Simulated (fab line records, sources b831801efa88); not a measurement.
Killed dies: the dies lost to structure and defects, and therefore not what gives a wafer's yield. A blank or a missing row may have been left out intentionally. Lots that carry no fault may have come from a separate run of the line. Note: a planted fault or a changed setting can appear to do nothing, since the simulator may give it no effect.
Chamber matching :: flow sky130 :: cmp-01 running SKY_VIA1_CMP_02: 4 sister chambers
The step polishes SiO2. 8 wafers are shown with their chamber, then 12 later ones without.

== WAFERS, EACH WITH ITS CHAMBER ==
wafer: L088.5
chamber: 0
motor_current_A (A): 11.1

wafer: L091.3
chamber: 2
motor_current_A (A): 10.7

wafer: L092.3
chamber: 1
motor_current_A (A): 12.9

wafer: L092.5
chamber: 2
motor_current_A (A): 10.5

wafer: L092.6
chamber: 1
motor_current_A (A): 13.0

wafer: L094.1
chamber: 0
motor_current_A (A): 11.0

wafer: L094.3
chamber: 3
motor_current_A (A): 13.3

wafer: L094.5
chamber: 3
motor_current_A (A): 13.4

== WAFERS WITHOUT THEIR CHAMBER ==
wafer: L093.1
motor_current_A (A): 11.2

wafer: L093.2
motor_current_A (A): 13.5

wafer: L093.4
motor_current_A (A): 13.3

wafer: L095.2
motor_current_A (A): 11.3

wafer: L095.3
motor_current_A (A): 13.4

wafer: L095.5
motor_current_A (A): 10.9

wafer: L097.1
motor_current_A (A): 13.6

wafer: L097.4
motor_current_A (A): 13.9

wafer: L097.5
motor_current_A (A): 10.6

wafer: L096.1
motor_current_A (A): 13.4

wafer: L096.2
motor_current_A (A): 11.3

wafer: L096.4
motor_current_A (A): 11.3

== THE CHAMBER EACH PASSED THROUGH ==
wafer: L093.1
from the rows above: 0
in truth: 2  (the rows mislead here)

wafer: L093.2
from the rows above: 3
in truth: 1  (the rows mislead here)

wafer: L093.4
from the rows above: 3
in truth: 3

wafer: L095.2
from the rows above: 0
in truth: 0

wafer: L095.3
from the rows above: 3
in truth: 3

wafer: L095.5
from the rows above: can't be placed: 0 or 2
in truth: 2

wafer: L097.1
from the rows above: 3
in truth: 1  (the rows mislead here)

wafer: L097.4
from the rows above: 3
in truth: 3

wafer: L097.5
from the rows above: 2
in truth: 2

wafer: L096.1
from the rows above: 3
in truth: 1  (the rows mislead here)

wafer: L096.2
from the rows above: 0
in truth: 0

wafer: L096.4
from the rows above: 0
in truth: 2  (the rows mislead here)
Placed correctly: 6 of 12. Cannot be placed on the basis of these rows: 1; the candidates contain the true chamber in 1. Placed wrongly: 5.
How it was worked out, from the rows above alone: a wafer's distance from a chamber is the root of the sum, over the readings, of the square of ((its reading less the chamber's mean) divided by the reading's scatter). The wafer belongs to the nearest chamber; if the next one is less than 2 further off, it can't be placed. A chamber's mean is the mean of its shown wafers. The scatter is the square root of a quotient: the sum, over the shown wafers, of each reading's squared deviation from its chamber's mean, divided by wafers minus chambers.
